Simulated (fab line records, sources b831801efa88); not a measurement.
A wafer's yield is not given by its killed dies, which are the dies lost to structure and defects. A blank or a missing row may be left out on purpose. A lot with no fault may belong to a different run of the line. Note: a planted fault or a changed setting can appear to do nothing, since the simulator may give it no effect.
fab line records    flow sky130    part 1 of 2: steps 1 to 21 of 31
record: lots: 5  wafers: 15  last_day: 50
route steps=708 shown POLY_GATE@218 LDD_N@237
lots untouched by any fault: they come from a run of this same line in which no faults occurred
start_h: hours from the record's first day to the start of the lot's first wafer shown    wait_h: hours from the lot's prior step to this one    " same as the row above    L1.1+2: a row that stands for several wafers    - no value present, or no start provided    * or withheld: withheld    < > ~ a bound
route shown NAME@n: NAME is a module with steps in the file, n the number in the route of the first one    usual: the fault-free wafers' mean and standard deviation    same: alike in all rows    chamber/n: place in a boat    sites: each site's reading    _std_site: standard deviation across them    _edge_site: inner sites' mean taken away from outer sites' mean    radius_mm: for every site, how far away it sits from the centre of the wafer    mask NAME#n: copy n    behind: the most recent tool/chamber to have shaped the wafer    hold: why the lot was held/for how many hours/how that ended    device: the transistor (n, p or np) that didn't switch    end of line: the tests these same wafers got at the end of their route    a step given without rows: its recipe and nothing more    killed: count of dies lost to structure and defects at first sort (not the wafer's yield)    map: the dies of a wafer, with x for killed, . for not killed, _ for no die there
set.NAME: setting as actually run; set.NAME@STEP: the setting as run at that earlier step    model.NAME: the simulator's own value behind a step, which no gauge read
a table for each step, a row for each wafer; lots at some steps of the route
services: the hour from which a tool's chamber was out of use, counted from the record's first day as start_h (under 0 if before that day), plus the number of hours and why
== steps ==
step: SKY_POLY_GATE_THK_MEAS_04
recipe: reads: Si3N4_of_POLY_GATE_CVD_03
usual: POLY_GATE_CVD_03_THK: 75.3/0.66
lot.wafer  tool           chamber  start_h  wait_h  POLY_GATE_CVD_03_THK[nm]
L078.4     film_metro-02  -        382.85   0.0     75.9
L078.5     "              -        "        "       75.7
L078.6     "              -        "        "       76.0
L083.1     film_metro-04  -        429.51   0.0     75.2
L083.3     "              -        "        "       75.3
L083.5     "              -        "        "       75.3
L084.1     film_metro-04  -        437.45   0.0     75.8
L084.4     "              -        "        "       75.5
L084.5     "              -        "        "       75.1
L092.2     film_metro-03  -        537.72   0.0     75.4
L092.3     "              -        "        "       75.4
L092.4     "              -        "        "       75.8
L095.3     film_metro-04  -        539.09   0.0     75.4
L095.4     "              -        "        "       75.4
L095.6     "              -        "        "       75.3
step: SKY_POLY_GATE_DEHYDRATE_05
recipe: temp_c: 200  time_s: 60
usual: exhaust_pa: 45.1/0.73  resist_line_temp_C: 23.01/0.11
same: time_s: 60
lot.wafer  tool            chamber  start_h  wait_h  exhaust_pa  resist_line_temp_C
L078.4     litho_track-04  0        396.89   14.0    44.0        23.14
L078.5     "               0        "        "       45.1        22.95
L078.6     "               0        "        "       45.1        23.06
L083.1     litho_track-02  0        443.95   14.4    44.0        22.97
L083.3     "               0        "        "       44.9        23.03
L083.5     "               0        "        "       44.4        23.04
L084.1     litho_track-03  0        453.02   15.6    45.0        23.07
L084.4     "               0        "        "       45.1        23.00
L084.5     "               0        "        "       45.3        22.92
L092.2     litho_track-03  0        552.15   14.4    45.1        22.87
L092.3     "               0        "        "       44.7        22.81
L092.4     "               0        "        "       45.1        22.89
L095.3     litho_track-04  0        553.76   14.7    44.4        23.02
L095.4     "               0        "        "       45.3        22.96
L095.6     "               0        "        "       44.7        23.15
step: SKY_POLY_GATE_HMDS_06
recipe: prime_time_s: 60  prime_temp_c: 120
usual: exhaust_pa: 45.0/0.87  resist_line_temp_C: 23.00/0.11
lot.wafer  tool            chamber  start_h  wait_h  exhaust_pa  resist_line_temp_C
L078.4     litho_track-04  0        397.04   0.1     44.7        23.08
L078.5     "               0        "        "       44.2        23.23
L078.6     "               0        "        "       45.4        23.16
L083.1     litho_track-02  0        444.10   0.1     45.1        23.02
L083.3     "               0        "        "       45.6        22.91
L083.5     "               0        "        "       46.6        22.99
L084.1     litho_track-03  0        453.17   0.1     46.7        23.14
L084.4     "               0        "        "       46.9        23.04
L084.5     "               0        "        "       45.7        23.02
L092.2     litho_track-03  0        552.30   0.1     43.8        22.89
L092.3     "               0        "        "       44.7        22.97
L092.4     "               0        "        "       44.4        23.07
L095.3     litho_track-04  0        553.91   0.1     46.1        22.89
L095.4     "               0        "        "       46.8        22.96
L095.6     "               0        "        "       45.8        23.02
step: SKY_POLY_GATE_COAT_07
recipe: resist: BARC  temp_c: withheld  time_s: withheld  spin_rpm: 3000  resist_thk_nm: 110
usual: dispense_pressure_kPa: 50/4  exhaust_pa: 44.8/0.86  resist_line_temp_C: *
lot.wafer  tool            chamber  start_h  wait_h  dispense_pressure_kPa  exhaust_pa  resist_line_temp_C
L078.4     litho_track-04  0        397.19   0.1     54                     43.9        *
L078.5     "               0        "        "       54                     44.5        *
L078.6     "               0        "        "       54                     44.6        *
L083.1     litho_track-02  0        444.25   0.1     45                     44.6        *
L083.3     "               0        "        "       45                     44.4        *
L083.5     "               0        "        "       45                     44.0        *
L084.1     litho_track-03  0        453.32   0.1     48                     44.0        *
L084.4     "               0        "        "       48                     45.3        *
L084.5     "               0        "        "       47                     44.5        *
L092.2     litho_track-03  0        552.45   0.1     48                     44.2        *
L092.3     "               0        "        "       48                     44.1        *
L092.4     "               0        "        "       48                     44.5        *
L095.3     litho_track-04  0        554.06   0.1     54                     45.0        *
L095.4     "               0        "        "       54                     45.9        *
L095.6     "               0        "        "       54                     45.1        *
step: SKY_POLY_GATE_COAT_08
recipe: resist: KrF-thick  spin_rpm: 3000  resist_thk_nm: 450
usual: dispense_pressure_kPa: 49/4  exhaust_pa: 45.0/0.97  resist_line_temp_C: 22.98/0.11
lot.wafer  tool            chamber  start_h  wait_h  dispense_pressure_kPa  exhaust_pa  resist_line_temp_C
L078.4     litho_track-04  0        -        -       54                     43.8        22.95
L078.5     "               0        "        "       54                     44.2        22.92
L078.6     "               0        "        "       54                     44.1        23.00
L083.1     litho_track-02  0        -        -       45                     45.4        23.14
L083.3     "               0        "        "       45                     45.6        23.02
L083.5     "               0        "        "       45                     45.7        22.83
L084.1     litho_track-03  0        -        -       47                     47.7        22.98
L084.4     "               0        "        "       48                     46.6        22.96
L084.5     "               0        "        "       47                     46.5        22.90
L092.2     litho_track-03  0        -        -       47                     44.4        22.82
L092.3     "               0        "        "       47                     45.6        23.11
L092.4     "               0        "        "       47                     45.9        23.03
L095.3     litho_track-04  0        -        -       54                     46.6        23.20
L095.4     "               0        "        "       54                     45.5        22.91
L095.6     "               0        "        "       54                     44.6        22.91
step: SKY_POLY_GATE_SOFTBAKE_09
recipe: temp_c: 100  time_s: 90  resist: KrF-thick
usual: exhaust_pa: 44.9/0.92  resist_line_temp_C: 23.00/0.1
same: time_s: 90
lot.wafer  tool            chamber  start_h  wait_h  exhaust_pa  resist_line_temp_C
L078.4     litho_track-04  0        -        -       44.3        22.95
L078.5     "               0        "        "       44.8        22.96
L078.6     "               0        "        "       45.2        22.90
L083.1     litho_track-02  0        -        -       44.0        22.88
L083.3     "               0        "        "       43.9        22.97
L083.5     "               0        "        "       43.4        23.05
L084.1     litho_track-03  0        -        -       44.5        23.17
L084.4     "               0        "        "       46.1        22.99
L084.5     "               0        "        "       45.2        23.05
L092.2     litho_track-03  0        -        -       46.2        23.17
L092.3     "               0        "        "       45.6        23.11
L092.4     "               0        "        "       47.5        23.15
L095.3     litho_track-04  0        -        -       45.4        22.92
L095.4     "               0        "        "       45.7        23.00
L095.6     "               0        "        "       46.0        22.94
step: SKY_POLY_GATE_EXPOSE_10
recipe: mask_id: P1M  na: 0.68  source_shape: conventional  sigma_outer: 0.6  target_cd_nm: 150  dose_mj: 28
lot.wafer   tool            chamber  start_h  wait_h  mask
L078.4+5+6  krf_scanner-01  0        -        -       P1M#0
L083.1+3+5  krf_scanner-02  0        -        -       P1M#0
L084.1+4+5  krf_scanner-02  0        -        -       P1M#0
L092.2+3+4  krf_scanner-02  0        -        -       P1M#0
L095.3+4+6  krf_scanner-02  0        -        -       P1M#0
step: SKY_POLY_GATE_PEB_11
recipe: peb_temp_c: withheld  peb_time_s: withheld  resist: KrF-thick
usual: exhaust_pa: 45.0/0.77  resist_line_temp_C: *
lot.wafer  tool            chamber  start_h  wait_h  exhaust_pa  resist_line_temp_C
L078.4     litho_track-04  0        -        -       44.8        *
L078.5     "               0        "        "       44.4        *
L078.6     "               0        "        "       44.7        *
L083.1     litho_track-03  0        -        -       45.9        *
L083.3     "               0        "        "       46.5        *
L083.5     "               0        "        "       45.2        *
L084.1     litho_track-03  0        -        -       44.5        *
L084.4     "               0        "        "       45.4        *
L084.5     "               0        "        "       44.4        *
L092.2     litho_track-04  0        -        -       44.5        *
L092.3     "               0        "        "       45.3        *
L092.4     "               0        "        "       45.0        *
L095.3     litho_track-04  0        -        -       45.5        *
L095.4     "               0        "        "       44.4        *
L095.6     "               0        "        "       45.4        *
step: SKY_POLY_GATE_DEVELOP_12
recipe: develop_time_s: 60  resist: KrF-thick  dev_temp_c: 21
usual: exhaust_pa: 44.9/0.96  resist_line_temp_C: 23.02/0.12
lot.wafer  tool            chamber  start_h  wait_h  exhaust_pa  resist_line_temp_C
L078.4     litho_track-04  0        -        -       44.8        22.94
L078.5     "               0        "        "       43.7        22.89
L078.6     "               0        "        "       44.6        22.85
L083.1     litho_track-03  0        -        -       45.8        23.19
L083.3     "               0        "        "       46.6        23.00
L083.5     "               0        "        "       45.5        23.25
L084.1     litho_track-03  0        -        -       44.8        23.05
L084.4     "               0        "        "       45.5        23.11
L084.5     "               0        "        "       44.8        23.26
L092.2     litho_track-04  0        -        -       43.8        23.00
L092.3     "               0        "        "       44.1        23.14
L092.4     "               0        "        "       44.6        23.20
L095.3     litho_track-04  0        -        -       45.7        22.93
L095.4     "               0        "        "       44.4        23.04
L095.6     "               0        "        "       45.7        22.91
step: SKY_POLY_GATE_CD_MEAS_13
recipe: target_cd_nm: 150
usual: cd_nm: 149.5/1.2
lot.wafer  tool       chamber  start_h  wait_h  cd_nm
L078.4     cd_sem-01  -        412.07   -       151.3
L078.5     "          -        "        "       150.0
L078.6     "          -        "        "       150.7
L083.1     cd_sem-02  -        460.77   -       148.9
L083.3     "          -        "        "       149.0
L083.5     "          -        "        "       147.8
L084.1     cd_sem-01  -        469.27   -       148.9
L084.4     "          -        "        "       149.8
L084.5     "          -        "        "       149.5
L092.2     cd_sem-02  -        567.78   -       147.4
L092.3     "          -        "        "       148.6
L092.4     "          -        "        "       148.3
L095.3     cd_sem-01  -        569.40   -       148.0
L095.4     "          -        "        "       148.3
L095.6     "          -        "        "       148.1
step: SKY_POLY_GATE_OVL_MEAS_14
usual: POLY_GATE_OVL: 0/4.9
lot.wafer  tool        chamber  start_h  wait_h  POLY_GATE_OVL[nm]
L078.4     overlay-01  -        412.15   0.1     2
L078.5     "           -        "        "       6
L078.6     "           -        "        "       3
L083.1     overlay-01  -        460.89   0.1     -5
L083.3     "           -        "        "       -1
L083.5     "           -        "        "       0
L084.1     overlay-01  -        469.39   0.1     9
L084.4     "           -        "        "       3
L084.5     "           -        "        "       2
L092.2     overlay-01  -        567.89   0.1     -6
L092.3     "           -        "        "       2
L092.4     "           -        "        "       1
L095.3     overlay-01  -        569.49   0.1     0
L095.4     "           -        "        "       7
L095.6     "           -        "        "       -3
step: SKY_POLY_GATE_ETCH_15
recipe: chemistry: N2/H2  target: BARC  ion_energy_ev: 200  source_w: 500  bias_w: 100  pressure_mtorr: 30  n2_flow_sccm: 100  h2_flow_sccm: 200  stop_on: SiO2  time_s: 118.5  target_depth_a: 1100
usual: drypump_motor_current_A: 5.7/0.42  oes_product_au: 0.716/0.0047  throttle_valve_pct: 13.213/0.0089
same: time_s: 118.5
lot.wafer  tool         chamber  start_h  wait_h  drypump_motor_current_A  oes_product_au  rf_hours_counter_h  throttle_valve_pct
L078.4     rie_diel-02  3        412.21   0.1     5.8                      0.717           -                   13.215
L078.5     "            0        "        "       5.3                      0.712           -                   13.216
L078.6     "            1        "        "       5.5                      0.709           -                   13.209
L083.1     rie_diel-03  1        460.93   0.0     5.5                      0.716           2                   13.221
L083.3     "            0        "        "       5.7                      0.716           15                  13.207
L083.5     "            2        "        "       6.4                      0.705           -                   13.210
L084.1     rie_diel-03  3        469.43   0.0     5.8                      0.718           71                  13.211
L084.4     "            2        "        "       6.4                      0.721           17                  13.225
L084.5     "            3        "        "       5.8                      0.717           -                   13.220
L092.2     rie_diel-01  0        567.92   0.0     6.0                      0.715           4                   13.215
L092.3     "            3        "        "       5.6                      0.710           28                  13.205
L092.4     "            1        "        "       5.1                      0.710           6                   13.200
L095.3     rie_diel-03  0        569.52   0.0     5.8                      0.711           17                  13.215
L095.4     "            1        "        "       5.5                      0.715           4                   13.222
L095.6     "            1        "        "       5.5                      0.709           -                   13.218
step: SKY_POLY_GATE_ETCH_16
recipe: stop_on: poly-Si  chemistry: CH3F/O2  target: Si3N4  source_w: 400  bias_w: 80  pressure_mtorr: 25  ch3f_flow_sccm: 40  O2_flow_sccm: 30  time_s: 147.5  target_depth_a: 750
usual: drypump_motor_current_A: 5.7/0.42  oes_product_au: 0.640/0.0057  throttle_valve_pct: 10.536/0.0082
same: time_s: 147.5
lot.wafer  tool         chamber  start_h  wait_h  drypump_motor_current_A  oes_product_au  rf_hours_counter_h  throttle_valve_pct
L078.4     rie_diel-02  3        412.30   0.0     5.8                      0.650           -                   10.519
L078.5     "            0        "        "       5.3                      0.633           -                   10.533
L078.6     "            1        "        "       5.5                      0.643           -                   10.540
L083.1     rie_diel-03  1        461.01   0.0     5.5                      0.637           2                   10.546
L083.3     "            0        "        "       5.8                      0.652           15                  10.533
L083.5     "            2        "        "       6.4                      0.633           -                   10.538
L084.1     rie_diel-03  3        469.51   0.0     5.8                      0.639           71                  10.534
L084.4     "            2        "        "       6.4                      0.641           17                  10.534
L084.5     "            3        "        "       5.8                      0.647           -                   10.531
L092.2     rie_diel-01  0        568.00   0.0     6.0                      0.652           4                   10.532
L092.3     "            3        "        "       5.5                      0.633           28                  10.541
L092.4     "            1        "        "       5.1                      0.639           6                   10.537
L095.3     rie_diel-03  0        569.60   0.0     5.7                      0.643           17                  10.547
L095.4     "            1        "        "       5.4                      0.636           4                   10.551
L095.6     "            1        "        "       5.5                      0.644           -                   10.532
step: SKY_POLY_GATE_ETCH_17
recipe: target_depth_nm: 180  stop_on: SiO2  over_etch_frac: 0.56667  chemistry: HBr/Cl2  target: poly-Si  icp_w: 400  bias_w: 100  pressure_mtorr: 10  HBr_flow_sccm: 150  Cl2_flow_sccm: 50  time_s: 70.5
usual: drypump_motor_current_A: 5.9/0.54  he_backside_leak_sccm: 2.78/0.18  mfc_cl2_sccm: 50.03/0.15  oes_product_au: 0.990/0.0074  throttle_valve_pct: 33.685/0.0091
same: over_etch_frac: 0.56667  time_s: 70.5
lot.wafer  tool       chamber  start_h  wait_h  drypump_motor_current_A  he_backside_leak_sccm  mfc_cl2_sccm  oes_product_au  rf_hours_counter_h  throttle_valve_pct
L078.4     rie_si-02  1        412.38   0.0     6.4                      2.68                   50.08         0.984           -                   33.697
L078.5     "          0        "        "       5.3                      2.71                   50.14         0.981           -                   33.699
L078.6     "          3        "        "       6.8                      2.98                   50.15         0.995           -                   33.690
L083.1     rie_si-02  3        461.11   0.0     6.8                      3.17                   49.97         0.997           63                  33.684
L083.3     "          0        "        "       5.3                      2.49                   50.16         0.993           43                  33.682
L083.5     "          1        "        "       6.3                      2.95                   50.05         0.990           -                   33.691
L084.1     rie_si-01  3        469.61   0.0     6.0                      2.98                   49.88         1.001           2                   33.677
L084.4     "          2        "        "       6.3                      2.82                   49.95         0.991           4                   33.693
L084.5     "          3        "        "       6.0                      2.84                   50.00         0.991           -                   33.693
L092.2     rie_si-01  1        568.10   0.0     5.0                      2.90                   50.34         0.990           5                   33.672
L092.3     "          0        "        "       5.6                      3.03                   49.76         0.990           1                   33.670
L092.4     "          3        "        "       6.0                      2.82                   50.41         0.995           2                   33.675
L095.3     rie_si-02  1        569.70   0.0     6.3                      3.06                   49.95         0.992           4                   33.682
L095.4     "          3        "        "       6.8                      2.81                   49.78         0.988           0                   33.684
L095.6     "          2        "        "       5.8                      2.63                   50.21         0.994           -                   33.694
step: SKY_POLY_GATE_STRIP_18
recipe: chemistry: O2/N2  power_w: 1400  pressure_mtorr: 1500  platen_temp_c: withheld  o2_flow_sccm: 3000  n2_flow_sccm: 300  overash_fraction: 0.5
usual: drypump_motor_current_A: 5.9/0.49  oes_product_au: 0.360/0.0047  strip_time_to_endpoint_s: 3.15/0.032
lot.wafer  tool             chamber  start_h  wait_h  drypump_motor_current_A  oes_product_au  rf_hours_counter_h  strip_time_to_endpoint_s
L078.4     plasma_asher-01  1        412.44   0.0     6.5                      0.367           -                   3.17
L078.5     "                1        "        "       6.5                      0.360           -                   3.17
L078.6     "                0        "        "       6.4                      0.371           -                   3.20
L083.1     plasma_asher-02  1        461.17   0.0     5.4                      0.365           2                   3.12
L083.3     "                1        "        "       5.4                      0.348           -                   3.08
L083.5     "                0        "        "       5.5                      0.353           -                   3.13
L084.1     plasma_asher-02  1        469.67   0.0     5.4                      0.360           3                   3.09
L084.4     "                0        "        "       5.5                      0.359           -                   3.17
L084.5     "                0        "        "       5.4                      0.349           -                   3.07
L092.2     plasma_asher-01  0        568.16   0.0     6.4                      0.360           46                  3.18
L092.3     "                0        "        "       6.4                      0.362           -                   3.19
L092.4     "                1        "        "       6.5                      0.359           -                   3.14
L095.3     plasma_asher-01  1        569.79   0.1     6.5                      0.363           -                   3.17
L095.4     "                0        "        "       6.4                      0.362           -                   3.15
L095.6     "                0        "        "       6.4                      0.351           -                   3.16
step: SKY_POLY_GATE_CLEAN_19
recipe: chemistry: SC1/SC2  mix: 1:4:20  temp_c: 70  time_s: 150  dry: n2_spin
same: time_s: 150
lot.wafer   tool          chamber  start_h  wait_h
L078.4+5+6  wet_bench-01  3        412.51   0.0
L083.1+3+5  wet_bench-02  2        461.27   0.1
L084.1+4+5  wet_bench-02  0        469.77   0.1
L092.2+3+4  wet_bench-02  3        568.26   0.1
L095.3+4+6  wet_bench-02  2        569.86   0.0
step: SKY_POLY_GATE_OXIDATION_20
recipe: temp_c: 850  ambient: O2  stabilise_s: 600  purge_s: 300  target_thk_a: 40  ox_time_s: 899
usual: spike_tc_centre_C: 852.0/1.1  zone_power_lower_pct: 18.2/2.6
lot.wafer  tool        chamber  start_h  wait_h  spike_tc_centre_C  zone_power_lower_pct
L078.4     furnace-02  0        413.71   1.1     854.1              16.0
L078.5     "           0        "        "       851.8              16.0
L078.6     "           0        "        "       851.5              15.9
L083.1     furnace-02  0        461.32   0.0     853.7              16.0
L083.3     "           0        "        "       850.9              16.1
L083.5     "           0        "        "       850.9              15.9
L084.1     furnace-01  0        471.69   1.9     854.4              21.1
L084.4     "           0        "        "       850.1              21.3
L084.5     "           0        "        "       851.7              21.1
L092.2     furnace-01  0        568.31   0.0     852.0              20.9
L092.3     "           0        "        "       851.0              21.0
L092.4     "           0        "        "       849.9              21.2
L095.3     furnace-01  0        569.91   0.0     852.2              21.5
L095.4     "           0        "        "       853.9              21.2
L095.6     "           0        "        "       852.1              21.3
step: SKY_POLY_GATE_THK_MEAS_21
recipe: reads: SiO2_of_POLY_GATE_OXIDATION_20
usual: POLY_GATE_OXIDATION_THK: 4.03/0.11
lot.wafer  tool           chamber  start_h  wait_h  POLY_GATE_OXIDATION_THK[nm]
L078.4     film_metro-03  -        414.99   0.0     4.04
L078.5     "              -        "        "       3.99
L078.6     "              -        "        "       4.11
L083.1     film_metro-03  -        462.57   0.0     4.04
L083.3     "              -        "        "       4.01
L083.5     "              -        "        "       3.94
L084.1     film_metro-02  -        472.93   0.0     4.11
L084.4     "              -        "        "       4.11
L084.5     "              -        "        "       4.07
L092.2     film_metro-04  -        569.57   0.0     4.09
L092.3     "              -        "        "       4.15
L092.4     "              -        "        "       4.16
L095.3     film_metro-04  -        571.18   0.0     4.09
L095.4     "              -        "        "       4.04
L095.6     "              -        "        "       4.04
step: SKY_POLY_GATE_CD_MEAS_22
usual: cd_nm: 149.8/2.1
lot.wafer  tool       chamber  start_h  wait_h  cd_nm
L078.4     cd_sem-01  -        415.11   0.1     153.0
L078.5     "          -        "        "       151.9
L078.6     "          -        "        "       149.4
L083.1     cd_sem-01  -        462.63   0.1     148.3
L083.3     "          -        "        "       150.9
L083.5     "          -        "        "       147.7
L084.1     cd_sem-02  -        472.99   0.1     150.6
L084.4     "          -        "        "       150.7
L084.5     "          -        "        "       150.6
L092.2     cd_sem-02  -        569.64   0.1     148.3
L092.3     "          -        "        "       149.9
L092.4     "          -        "        "       147.6
L095.3     cd_sem-01  -        571.27   0.1     149.3
L095.4     "          -        "        "       146.7
L095.6     "          -        "        "       146.7
step: SKY_LDD_N_DEHYDRATE_00
recipe: temp_c: 200  time_s: 60
usual: exhaust_pa: 45.0/0.88  resist_line_temp_C: 22.99/0.1
same: time_s: 60
lot.wafer  tool            chamber  start_h  wait_h  exhaust_pa  resist_line_temp_C
L078.4     litho_track-04  0        430.09   15.0    45.1        22.84
L078.5     "               0        "        "       44.3        22.99
L078.6     "               0        "        "       45.1        23.09
L083.1     litho_track-01  0        477.79   15.1    43.5        22.93
L083.3     "               0        "        "       45.5        22.84
L083.5     "               0        "        "       45.5        22.82
L084.1     litho_track-04  0        487.51   14.5    46.8        22.99
L084.4     "               0        "        "       45.7        22.93
L084.5     "               0        "        "       45.5        22.91
L092.2     litho_track-02  0        584.02   14.3    43.7        22.84
L092.3     "               0        "        "       45.8        23.01
L092.4     "               0        "        "       45.4        22.82
L095.3     litho_track-04  0        585.41   14.1    45.0        23.03
L095.4     "               0        "        "       45.4        22.92
L095.6     "               0        "        "       47.2        22.77
step: SKY_LDD_N_HMDS_01
recipe: prime_time_s: 60  prime_temp_c: 120
usual: exhaust_pa: 45.0/0.78  resist_line_temp_C: 22.99/0.099
lot.wafer  tool            chamber  start_h  wait_h  exhaust_pa  resist_line_temp_C
L078.4     litho_track-04  0        430.24   0.1     45.0        23.08
L078.5     "               0        "        "       45.9        23.12
L078.6     "               0        "        "       46.4        23.00
L083.1     litho_track-01  0        477.94   0.1     45.3        22.83
L083.3     "               0        "        "       44.5        23.03
L083.5     "               0        "        "       44.6        23.06
L084.1     litho_track-04  0        487.66   0.1     45.2        23.05
L084.4     "               0        "        "       45.0        23.02
L084.5     "               0        "        "       44.9        23.11
L092.2     litho_track-02  0        584.17   0.1     46.5        22.99
L092.3     "               0        "        "       45.2        22.98
L092.4     "               0        "        "       44.7        22.87
L095.3     litho_track-04  0        585.56   0.1     44.3        22.82
L095.4     "               0        "        "       44.9        22.99
L095.6     "               0        "        "       45.6        22.87
